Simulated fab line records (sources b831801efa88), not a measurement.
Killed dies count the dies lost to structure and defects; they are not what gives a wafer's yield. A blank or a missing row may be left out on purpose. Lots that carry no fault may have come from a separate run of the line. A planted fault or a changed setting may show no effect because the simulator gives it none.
The tool behind it: which one? -- flow sfqLine -- Sampling: 15 lots, 45 wafers, 4 of 325 route steps

## WHAT EACH GAUGE READ, for each wafer
SFQ_I6_BOW_MEAS_941. Usual: I6_BOW gives 4 um (standard deviation 11).
lot,measured,on,I6_BOW (um),flag
L239,day 72 08:50,filmMetro-01,28 18 20,
L240,day 72 12:26,filmMetro-04,10 6 5,
L241,day 72 14:24,filmMetro-03,14 2 29,
L243,day 72 21:17,filmMetro-04,-12 4 -4,
L244,day 72 22:28,filmMetro-01,0 2 -4,
L245,day 73 03:51,filmMetro-01,9 9 11,
L246,day 73 08:41,filmMetro-04,7 8 -3,
L247,day 73 20:15,filmMetro-01,-7 -2 -6,
L250,day 80 15:51,filmMetro-01,-3 -6 -6,
L251,day 80 21:11,filmMetro-04,-20 -28 -8,
L253,day 81 08:04,filmMetro-04,12 7 13,
L254,day 81 12:52,filmMetro-03,6 -11 9,
L260,day 82 00:50,filmMetro-03,-3 8 0,
L261,day 82 05:38,filmMetro-03,-7 -5 -11,
L262,day 82 09:14,filmMetro-01,35 21 25,

## EACH LOT AND THE TOOL THAT RAN IT (in order: tool; ch and the chambers of the sampled wafers; start)
lot,SFQ_TRILAYER_M4_DEP_SPUTTER_091,SFQ_TRILAYER_A5B_CMP_CMP_130,SFQ_TRILAYER_I6_DEP_PECVD_165
L239,"pvdSputter-06, day 32 10:38","cmp-01 ch 0,1, day 54 15:48","pecvd-02 ch 0,1, day 72 05:44"
L240,"pvdSputter-04, day 32 16:02","cmp-02 ch 2,3, day 54 17:35","pecvd-01 ch 1,2, day 72 09:19"
L241,"pvdSputter-04, day 33 17:13","cmp-01 ch 0,2,3, day 54 18:18","pecvd-02 ch 0,1, day 72 11:19"
L243,"pvdSputter-04, day 34 07:46","cmp-01 ch 0,3, day 54 21:48","pecvd-04 ch 1,2, day 72 18:10"
L244,"pvdSputter-04, day 34 16:53","cmp-02 ch 1,2,3, day 55 00:05","pecvd-02 ch 0,1,2, day 72 19:22"
L245,"pvdSputter-04, day 36 04:53","cmp-01 ch 0,1,3, day 55 18:40","pecvd-01 ch 0,2, day 73 00:46"
L246,"pvdSputter-03, day 36 13:17","cmp-02 ch 0,1,2, day 55 20:46","pecvd-04 ch 0,2, day 73 05:35"
L247,"pvdSputter-04, day 37 16:10","cmp-01 ch 0,1,3, day 56 19:41","pecvd-04 ch 0,2, day 73 17:09"
L250,"pvdSputter-04, day 39 23:22","cmp-02 ch 2,3, day 59 02:56","pecvd-02 ch 0,1,2, day 80 11:11"
L251,"pvdSputter-04, day 40 19:53","cmp-02 ch 0,3, day 59 05:56","pecvd-04 ch 1,2, day 80 17:30"
L253,"pvdSputter-04, day 41 05:37","cmp-02 ch 0,1,2, day 59 22:38","pecvd-04 ch 0,2, day 81 04:58"
L254,"pvdSputter-06, day 41 10:25","cmp-01 ch 1,3, day 60 02:29","pecvd-01 ch 0,1,2, day 81 09:46"
L260,"pvdSputter-06, day 43 00:24","cmp-01 ch 1,2,3, day 61 15:34","pecvd-01 ch 0,2, day 81 21:46"
L261,"pvdSputter-03, day 43 05:24","cmp-02 ch 0,1, day 61 22:53","pecvd-02 ch 0,1, day 82 02:34"
L262,"pvdSputter-04, day 43 22:00","cmp-02 ch 0,1,2, day 62 05:23","pecvd-04 ch 1,2, day 82 06:10"
- SFQ_TRILAYER_M4_DEP_SPUTTER_091: material Nb, target thk 200 nm, time 133.3 s.
- SFQ_TRILAYER_A5B_CMP_CMP_130: polishes, stops on Nb, target thk 340.7 nm.
- SFQ_TRILAYER_I6_DEP_PECVD_165: deposits SiO2 from SiH4/N2O, time 111.11 s, target thk 500 nm.

## WHAT THE TOOLS THEMSELVES READ (means of the sampled wafers that have a number; where no wafer has one, the mark that the record gives instead)
SFQ_TRILAYER_M4_DEP_SPUTTER_091. Usual: chamberPressurePa 0.13334 Pa, standard deviation 0.00025; substrateTempC 20.02 C, standard deviation 0.11; throttleValvePct 29.6 %, standard deviation 0.87.
lot,tool,chamberPressurePa (Pa),substrateTempC (C),throttleValvePct (%),flag
L239,pvdSputter-06,0.13352,20.06,28.9,
L240,pvdSputter-04,0.13327,19.96,29.4,
L241,pvdSputter-04,0.13348,19.93,29.2,
L243,pvdSputter-04,0.13352,19.88,30.0,
L244,pvdSputter-04,0.13312,19.92,29.2,
L245,pvdSputter-04,0.13338,20.02,30.0,
L246,pvdSputter-03,0.13339,19.99,29.5,
L247,pvdSputter-04,0.13326,20.07,30.6,
L250,pvdSputter-04,0.10845,20.10,32.5,OFF
L251,pvdSputter-04,0.10843,19.97,32.4,OFF
L253,pvdSputter-04,0.10837,20.12,32.3,OFF
L254,pvdSputter-06,0.13330,19.88,29.3,
L260,pvdSputter-06,0.13348,20.09,29.2,
L261,pvdSputter-03,0.13333,20.00,29.8,
L262,pvdSputter-04,0.13347,20.15,29.6,

SFQ_TRILAYER_A5B_CMP_CMP_130. Usual: motorCurrentA 10.2 A, standard deviation 0.9; retainingRingPressureFrac 1.000, standard deviation 0.0052; slurryFilterDpKPa 13.49 kPa, standard deviation 0.15.
lot,tool,motorCurrentA (A),retainingRingPressureFrac,slurryFilterDpKPa (kPa),flag
L239,cmp-01,10.9,1.001,13.35,
L240,cmp-02,9.5,0.998,13.60,
L241,cmp-01,9.6,0.996,13.46,
L243,cmp-01,9.5,1.002,13.56,
L244,cmp-02,10.2,1.005,13.62,
L245,cmp-01,10.3,1.004,13.29,
L246,cmp-02,10.2,0.998,13.48,
L247,cmp-01,10.4,1.002,13.52,
L250,cmp-02,9.7,1.001,13.52,
L251,cmp-02,10.5,1.004,13.48,
L253,cmp-02,10.2,1.006,13.52,
L254,cmp-01,11.5,1.006,13.58,
L260,cmp-01,11.0,1.002,13.47,
L261,cmp-02,10.4,0.999,13.44,
L262,cmp-02,10.1,0.997,13.55,

SFQ_TRILAYER_I6_DEP_PECVD_165. Usual: heaterPowerW 76 W, standard deviation 16; rfFwdPowerW 182.2 W, standard deviation 0.72; susceptorTempC 150.00 C, standard deviation 0.14; throttleValvePct 24.0 %, standard deviation 0.95.
lot,tool,heaterPowerW (W),rfFwdPowerW (W),susceptorTempC (C),throttleValvePct (%),flag
L239,pecvd-02,82,182.0,149.93,22.7,
L240,pecvd-01,64,182.7,150.00,24.1,
L241,pecvd-02,82,182.5,149.90,22.7,
L243,pecvd-04,69,182.3,150.01,23.4,
L244,pecvd-02,73,182.0,149.96,23.1,
L245,pecvd-01,61,183.1,150.01,24.5,
L246,pecvd-04,79,181.3,149.92,23.9,
L247,pecvd-04,95,182.2,150.06,24.5,
L250,pecvd-02,76,182.1,150.05,23.4,
L251,pecvd-04,72,181.2,149.98,23.6,
L253,pecvd-04,76,181.9,150.00,24.3,
L254,pecvd-01,67,182.4,150.02,24.6,
L260,pecvd-01,68,181.9,149.92,24.6,
L261,pecvd-02,76,181.8,150.03,23.2,
L262,pecvd-04,73,182.1,150.00,23.7,

## THE ANSWER, worked out from the rows above alone
Rule: a lot is off if the mean of its wafers that have a number lies more than 3 standard deviations from the usual mean. A lot without any number at a reading at which 4 lots or more have one is off too. Any other lot the step has rows for is counted as sound. First the gauges in route order, then the tools' own readings, where a lot's mean is used as printed above. The first step at which some lot is off is used, and at that step the reading that is off furthest; a lot without a number counts as furthest.
Off, at SFQ_TRILAYER_M4_DEP_SPUTTER_091 on chamberPressurePa: L250, L251, L253.
If a tool, at that step or one of the process steps before it, ran each lot that is off and ran no sound lot following the first of them, it fits. Of those tried, none fits.

## WHAT HAD BEEN PUT IN BY THE SIMULATOR
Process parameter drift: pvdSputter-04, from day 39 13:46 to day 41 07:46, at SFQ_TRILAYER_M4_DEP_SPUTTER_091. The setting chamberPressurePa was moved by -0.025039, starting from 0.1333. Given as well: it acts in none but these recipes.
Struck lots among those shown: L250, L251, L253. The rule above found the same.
